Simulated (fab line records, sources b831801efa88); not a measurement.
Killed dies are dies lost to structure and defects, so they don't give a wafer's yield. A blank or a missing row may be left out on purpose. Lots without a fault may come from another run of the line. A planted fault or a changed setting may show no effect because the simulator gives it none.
Which tool did it? | flow gf180mcu | 13 lots, 39 wafers sampled, at 5 steps of a route of 602

WHAT THE GAUGES READ, wafer by wafer
GF_HV_LDD_CD_MEAS_46: target cd 400 nm. Usual: cd_nm 397.5 nm, standard deviation 2.3.
lot  | measured     | on        | cd_nm (nm)        | flag
L547 | day 13 04:17 | cd_sem-01 | 400.8 398.5 399.3 |
L548 | day 13 07:37 | cd_sem-02 | 396.9 394.1 394.6 |
L549 | day 13 17:44 | cd_sem-01 | 398.0 399.1 398.3 |
L552 | day 14 12:22 | cd_sem-01 | 396.4 397.8 394.9 |
L555 | day 15 00:02 | cd_sem-01 | 399.9 398.9 398.2 |
L554 | day 15 05:38 | cd_sem-01 | 398.4 399.6 398.7 |
L558 | day 15 23:03 | cd_sem-01 | 395.6 398.5 397.0 |
L559 | day 16 06:38 | cd_sem-02 | 398.4 397.1 394.8 |
L561 | day 16 19:47 | cd_sem-02 | - - -             | OFF
L562 | day 17 04:56 | cd_sem-01 | 397.3 399.4 397.6 |
L563 | day 17 14:40 | cd_sem-02 | 397.4 396.5 397.8 |
L569 | day 19 13:57 | cd_sem-02 | 395.3 397.6 397.7 |
L570 | day 19 19:06 | cd_sem-02 | 392.8 397.1 396.3 |

GF_HV_LDD_TW_MEAS_50. Usual: HV_LDD_4_TW 571, standard deviation 4.3.
lot  | measured     | on            | HV_LDD_4_TW | flag
L547 | day 13 04:42 | film_metro-03 | 567 569 566 |
L548 | day 13 08:01 | film_metro-02 | 578 576 576 |
L549 | day 13 18:07 | film_metro-02 | 577 575 574 |
L552 | day 14 12:45 | film_metro-01 | 577 574 575 |
L555 | day 15 00:26 | film_metro-03 | 564 570 568 |
L554 | day 15 06:02 | film_metro-02 | 573 576 572 |
L558 | day 15 23:27 | film_metro-01 | 574 573 571 |
L559 | day 16 07:03 | film_metro-02 | 576 575 574 |
L561 | day 16 20:11 | film_metro-02 | 30 30 30    | OFF
L562 | day 17 05:19 | film_metro-03 | 567 568 566 |
L563 | day 17 15:03 | film_metro-03 | 566 566 566 |
L569 | day 19 14:21 | film_metro-01 | 574 578 571 |
L570 | day 19 19:28 | film_metro-02 | 570 572 571 |

GF_V3_THK_MEAS_03. Usual: V3_CVD_02_THK 849 nm, standard deviation 11.
lot  | measured     | on            | V3_CVD_02_THK (nm) | flag
L547 | day 22 05:32 | film_metro-04 | 837 837 855        |
L548 | day 22 16:40 | film_metro-04 | 848 871 857        |
L549 | day 22 23:05 | film_metro-01 | 853 856 854        |
L552 | day 23 19:03 | film_metro-04 | 850 853 861        |
L555 | day 24 08:40 | film_metro-04 | 840 845 852        |
L554 | day 24 17:41 | film_metro-03 | 846 858 862        |
L558 | day 25 05:29 | film_metro-01 | 827 846 835        |
L559 | day 25 21:59 | film_metro-03 | 836 842 854        |
L562 | day 26 13:47 | film_metro-03 | 854 870 860        |
L563 | day 26 23:18 | film_metro-04 | 832 827 844        |
L569 | day 28 10:29 | film_metro-04 | 848 848 857        |
L570 | day 28 15:22 | film_metro-04 | 877 864 858        |

WHICH TOOL RAN EACH LOT (tool, then ch and the chambers of the sampled wafers, then the start)
lot  | GF_HV_LDD_EXPOSE_43                 | GF_V2_CVD_02
L547 | iline_stepper-01 ch 0, day 12 19:08 | pecvd-01 ch 0,1,2, day 20 02:07
L548 | iline_stepper-01 ch 0, day 12 22:22 | pecvd-02 ch 1,2, day 20 09:13
L549 | iline_stepper-01 ch 0, day 13 08:32 | pecvd-04 ch 0,1, day 20 20:22
L552 | iline_stepper-01 ch 0, day 14 02:12 | pecvd-04 ch 0,1,2, day 21 18:37
L555 | iline_stepper-02 ch 0, day 14 14:10 | pecvd-01 ch 0,1,2, day 22 08:08
L554 | iline_stepper-02 ch 0, day 14 18:41 | pecvd-04 ch 0,1, day 22 16:54
L558 | iline_stepper-02 ch 0, day 15 12:26 | pecvd-04 ch 0,1,2, day 23 07:07
L559 | iline_stepper-02 ch 0, day 15 19:50 | pecvd-02 ch 1,2, day 23 23:51
L561 | iline_stepper-01 ch 0, day 16 09:07 | -
L562 | iline_stepper-01 ch 0, day 16 17:47 | pecvd-02 ch 0,1, day 24 16:24
L563 | iline_stepper-01 ch 0, day 17 03:37 | pecvd-04 ch 0,1,2, day 24 22:13
L569 | iline_stepper-01 ch 0, day 19 01:38 | pecvd-02 ch 0,2, day 26 14:58
L570 | iline_stepper-01 ch 0, day 19 07:17 | pecvd-02 ch 0,1,2, day 26 20:20
- GF_HV_LDD_EXPOSE_43: exposes mask Pplus HV AREA, target cd 400 nm.
- GF_V2_CVD_02: deposits SiO2 from TEOS, target thk 850 nm, time 94.851 s.

WHAT THE TOOLS THEMSELVES READ (means of the sampled wafers that have a number; where no wafer has one, the mark that the record gives instead)
GF_V2_CVD_02. Usual: heater_power_w 606 W, standard deviation 95.
lot  | tool     | heater_power_w (W) | flag
L547 | pecvd-01 | 741                |
L548 | pecvd-02 | 662                |
L549 | pecvd-04 | 514                |
L552 | pecvd-04 | 501                |
L555 | pecvd-01 | 701                |
L554 | pecvd-04 | 549                |
L558 | pecvd-04 | 489                |
L559 | pecvd-02 | 712                |
L562 | pecvd-02 | 564                |
L563 | pecvd-04 | 563                |
L569 | pecvd-02 | 572                |
L570 | pecvd-02 | 563                |

THE ANSWER, worked out from the rows above alone
Rule: a lot is off if the mean of its wafers that have a number lies more than 3 standard deviations from the usual mean. A lot without any number at a reading at which 4 lots or more have one is off too. The other lots that the step has rows for count as sound. The gauges are gone through in route order, then the tools' own readings, and for those a lot's mean is taken as printed above. The first step at which some lot is off is used, and at that step the reading that is off furthest; a lot without a number counts as furthest.
Off: L561, at GF_HV_LDD_CD_MEAS_46 (cd_nm). Without a number there: L561.
A tool fits if, at a process step before that reading, it ran every lot that is off, and no sound lot after the first of them. The gauges at GF_HV_LDD_CD_MEAS_46 aren't tried: what is off there is off at GF_HV_LDD_TW_MEAS_50 too, on other tools, and a gauge's error can't cause that. None of those tried fits.

WHAT THE SIMULATOR HAD PUT IN
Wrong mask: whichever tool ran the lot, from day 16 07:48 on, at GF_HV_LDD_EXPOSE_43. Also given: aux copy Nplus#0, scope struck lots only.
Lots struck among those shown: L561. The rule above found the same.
